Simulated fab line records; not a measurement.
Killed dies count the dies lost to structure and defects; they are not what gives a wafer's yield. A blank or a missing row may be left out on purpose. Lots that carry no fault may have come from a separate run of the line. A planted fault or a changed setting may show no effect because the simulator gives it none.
The tool behind it: which one?    flow sky130    10 lots with 30 wafers sampled at 2 steps, on a route of 708 steps

## WHAT THE GAUGES SHOWED, per wafer
SKY_VIA3_RS_MEAS_22: a four-point-probe measurement. Usual: VIA3_W_RS typically reads 0.291 ohm/sq, with standard deviation 0.0061.
lot   measured      on             VIA3_W_RS (ohm/sq)  flag
L245  day 39 19:32  film metro-02  0.292 0.291 0.288   
L247  day 40 15:18  film metro-03  0.291 0.296 0.290   
L246  day 40 17:59  film metro-02  0.293 0.299 0.297   
L252  day 42 03:38  film metro-01  0.291 0.293 0.289   
L253  day 42 06:11  film metro-02  0.297 0.293 0.287   
L256  day 43 02:25  film metro-02  0.283 0.282 0.294   
L257  day 43 07:32  film metro-03  0.293 0.279 0.282   
L260  day 44 00:50  film metro-01  0.296 0.302 0.291   
L263  day 44 21:49  film metro-02  0.290 0.286 0.273   
L265  day 45 05:02  film metro-03  0.295 0.283 0.295   

## WHAT TOOL EACH LOT RAN ON (gives the tool, then ch and the chambers of the sampled wafers, and finally the start)
lot   SKY_METAL3_METAL_ETCH_18
L245  rie metal-03 ch 1, day 38 16:58
L247  rie metal-04 ch 0,1, day 39 12:05
L246  rie metal-03 ch 0,1, day 39 14:42
L252  rie metal-02 ch 0,1, day 41 02:14
L253  rie metal-04 ch 0,1, day 41 03:50
L256  rie metal-04 ch 0,1, day 41 23:49
L257  rie metal-02 ch 0,1, day 42 06:05
L260  rie metal-03 ch 0,1, day 42 23:23
L263  rie metal-02 ch 0,1, day 43 20:55
L265  rie metal-04 ch 1, day 44 04:42
- SKY_METAL3_METAL_ETCH_18: etches the open film in Cl2/BCl3, stops on SiO2, target depth 845 nm, time 183.1 s.

## AS READ BY THE TOOLS THEMSELVES (means over the sampled wafers that have a number; for cases with no such wafer, the mark the record gives instead)
SKY_METAL3_METAL_ETCH_18. Usual: drypump motor current A 5.8 A, standard deviation 0.43; oes product au 0.867 a.u., standard deviation 0.0058; run length s 211.7 s, standard deviation 1.1; throttle valve pct 22.265 %, standard deviation 0.0093.
lot   tool          drypump motor current A (A)  oes product au (a.u.)  run length s (s)  throttle valve pct (%)  flag
L245  rie metal-03  6.1                          0.862                  211.1             22.264                  
L247  rie metal-04  5.5                          0.865                  211.5             22.261                  
L246  rie metal-03  6.3                          0.871                  211.3             22.263                  
L252  rie metal-02  5.5                          0.871                  211.2             22.266                  
L253  rie metal-04  5.5                          0.868                  211.3             22.263                  
L256  rie metal-04  5.5                          0.867                  211.5             22.267                  
L257  rie metal-02  5.5                          0.869                  211.0             22.264                  
L260  rie metal-03  6.3                          0.865                  211.1             22.263                  
L263  rie metal-02  5.5                          0.865                  211.1             22.259                  
L265  rie metal-04  6.0                          0.865                  211.9             22.271                  

## THE ANSWER, worked out from the rows above alone
Rule: a lot counts as off when the mean over its wafers that have a number is more than 3 standard deviations away from the usual mean. A lot without any number at a reading at which 4 lots or more have one is off too. The other lots that the step has rows for count as sound. Order of review: gauges by route order, followed by the tools' own readings, for which a lot's mean as printed above is used. The first step at which some lot is off is used, and at that step the reading that is off furthest; a lot without a number counts as furthest.
No lot is off at any reading shown: from this, nothing can be told.

## WHAT HAD BEEN PUT IN BY THE SIMULATOR
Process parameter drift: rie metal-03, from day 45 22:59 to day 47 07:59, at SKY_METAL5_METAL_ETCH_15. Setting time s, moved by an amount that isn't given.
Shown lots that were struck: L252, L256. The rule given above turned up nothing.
